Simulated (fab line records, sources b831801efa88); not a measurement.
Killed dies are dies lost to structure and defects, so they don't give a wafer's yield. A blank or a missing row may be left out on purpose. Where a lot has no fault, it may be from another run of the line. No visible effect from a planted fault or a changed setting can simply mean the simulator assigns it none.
Matching of chambers / flow gf180mcu / cmp-02 running GF_V5_CMP_26: 4 sister chambers
The step polishes, stops on SiO2, t overpolish 15 s, target thk 0 nm. 8 wafers are shown with their chamber, then 9 later ones without.

== EACH WAFER AND ITS CHAMBER ==
wafer=L219.3; chamber=1; motorCurrentA (A)=10.9; overpolishRunS (s)=15.008
wafer=L219.4; chamber=3; motorCurrentA (A)=13.0; overpolishRunS (s)=15.014
wafer=L221.5; chamber=0; motorCurrentA (A)=12.2; overpolishRunS (s)=15.011
wafer=L222.2; chamber=0; motorCurrentA (A)=12.0; overpolishRunS (s)=15.008
wafer=L222.5; chamber=3; motorCurrentA (A)=13.0; overpolishRunS (s)=15.010
wafer=L223.2; chamber=1; motorCurrentA (A)=11.6; overpolishRunS (s)=14.992
wafer=L223.4; chamber=2; motorCurrentA (A)=12.1; overpolishRunS (s)=15.001
wafer=L223.5; chamber=2; motorCurrentA (A)=12.5; overpolishRunS (s)=14.986

== WAFERS MISSING THEIR CHAMBER ==
wafer=L226.1; motorCurrentA (A)=11.6; overpolishRunS (s)=15.007
wafer=L226.4; motorCurrentA (A)=12.3; overpolishRunS (s)=14.992
wafer=L226.5; motorCurrentA (A)=12.1; overpolishRunS (s)=14.994
wafer=L228.2; motorCurrentA (A)=12.0; overpolishRunS (s)=15.001
wafer=L228.4; motorCurrentA (A)=11.8; overpolishRunS (s)=14.991
wafer=L228.5; motorCurrentA (A)=11.8; overpolishRunS (s)=15.007
wafer=L229.2; motorCurrentA (A)=11.7; overpolishRunS (s)=14.993
wafer=L229.4; motorCurrentA (A)=11.8; overpolishRunS (s)=14.996
wafer=L229.5; motorCurrentA (A)=13.2; overpolishRunS (s)=15.009

== WHICH CHAMBER EACH ONE RAN IN ==
wafer=L226.1; from the rows above=can't be placed: 1 or 0 or 2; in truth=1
wafer=L226.4; from the rows above=2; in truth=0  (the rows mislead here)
wafer=L226.5; from the rows above=can't be placed: 2 or 0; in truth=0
wafer=L228.2; from the rows above=can't be placed: 0 or 2 or 1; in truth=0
wafer=L228.4; from the rows above=can't be placed: 2 or 1 or 0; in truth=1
wafer=L228.5; from the rows above=can't be placed: 0 or 1 or 2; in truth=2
wafer=L229.2; from the rows above=can't be placed: 1 or 2 or 0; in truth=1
wafer=L229.4; from the rows above=can't be placed: 2 or 1 or 0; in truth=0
wafer=L229.5; from the rows above=3; in truth=3
Correctly placed: 1 of 9. Not placeable from these rows: 7 (in 7, the candidates include the true chamber). 1 placed wrongly.
How it was worked out, from the rows above alone: a wafer's distance from a chamber is the root of the sum, over the readings, of the square of ((its reading less the chamber's mean) divided by the reading's scatter). If the next closest chamber is less than 2 further off than the closest, the wafer can't be placed; otherwise it belongs to the closest. For every chamber, the mean is computed from those of its wafers that are shown. The scatter is the square root of a quotient: the sum, over the shown wafers, of each reading's squared deviation from its chamber's mean, divided by wafers minus chambers.
